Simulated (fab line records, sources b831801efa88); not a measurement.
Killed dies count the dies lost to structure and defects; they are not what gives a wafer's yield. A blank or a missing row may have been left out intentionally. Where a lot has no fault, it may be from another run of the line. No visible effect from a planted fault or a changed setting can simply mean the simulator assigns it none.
Code-filled problem report in 8D (eight disciplines) form :: flow gf180mcu :: the parts of the form that need people (team, actions taken, sign-off) are left out

== 1. THE PROBLEM ==
At GF_HV_LDD_CD_MEAS_19, cd_nm averages 291.0 nm over 6 wafers from 2 lots, while fault-free wafers read 399.3 nm, standard deviation 2.1. That is -52 standard deviations from the usual mean.
The step: target cd 400 nm.
First seen on wafer L859.1, day 15 17:35, on cd_sem-01. The record holds 39 wafers of 13 lots with a number at this step. Rule for "out", or "out of limits": more than 4 standard deviations from the usual mean. The rest of the wafers with a number are treated as sound.

== 2. WHAT IT IS, AND WHAT IT ISN'T ==
question: which readings at this step
is: cd_nm
is not: -

question: which lots
is: L859, L860
is not: L845, L847, L850, L851, L854, L855, L861, L863, L864, L865, L866

question: which wafers of those lots
is: all that have a number
is not: -

question: read on which gauges
is: cd_sem-01, cd_sem-02
is not: -

question: when
is: from day 15 17:35
is not: up to then (18 sound wafers); but 15 sound wafers of L861, L863, L864, L865, L866 came after

== 3. WHAT RULES OUT EACH SUSPECT ==
Counting: a tool at any process step up to the reading remains a suspect when it ran all the lots that are out and ran no sound lot after the first of those.
- the gauge at GF_HV_LDD_CD_MEAS_19 has been ruled out. 2 gauges (cd_sem-01, cd_sem-02) read the wafers that are out.
- litho_track-02 at GF_HV_LDD_DEVELOP_18 (develop time 60 s): kept. Every lot that is out went through it, starting with L859 (day 15 17:26), and after that it ran no sound lot; the last sound lot it ran before then is L854 (day 14 08:01).
After counting, what remains is litho_track-02 at GF_HV_LDD_DEVELOP_18.

== 4. THE CAUSE (what the simulator had put in) ==
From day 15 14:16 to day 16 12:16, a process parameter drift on litho_track-02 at GF_HV_LDD_DEVELOP_18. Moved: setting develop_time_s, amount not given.
This tool alone remained once counting was done.

== 5. SEQUENCE OF EFFECTS, ordered by route ==
Each row: a reading where the mean over the struck wafers with a number is more than 3 standard deviations away from the usual. Readings are gone through only where the record gives a usual standard deviation; hours: the median, over the lots, of the time from a lot's start at the first step in this table giving one to that lot's start at this step; sigmas: the change measured in usual standard deviations.
hours: 0
step: GF_HV_LDD_CD_MEAS_19
reading: cd_nm
usual: 399.3 nm
on struck wafers: 291.0
change: -108.3
sigmas: -52
At these later measuring or inspecting steps, every struck wafer for which the step has a row has a number for every such reading, and none has moved that far: GF_HV_LDD_CD_MEAS_31.

== 6. HOW IT WOULD HAVE BEEN CAUGHT EARLIER ==
3 hours passed between the start of the fault at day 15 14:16 and the first reading out of limits at a measuring or inspecting step in this record, taken at day 15 17:35.
Tool readings at GF_HV_LDD_DEVELOP_18 with a usual standard deviation given in the record: none out on any struck wafer, hence no alarm at a limit of 4 standard deviations on them.
Of the lots that are out (2), L860 began GF_HV_LDD_DEVELOP_18 on litho_track-02 after day 15 17:35. A hold on the tool at that time would have spared it.
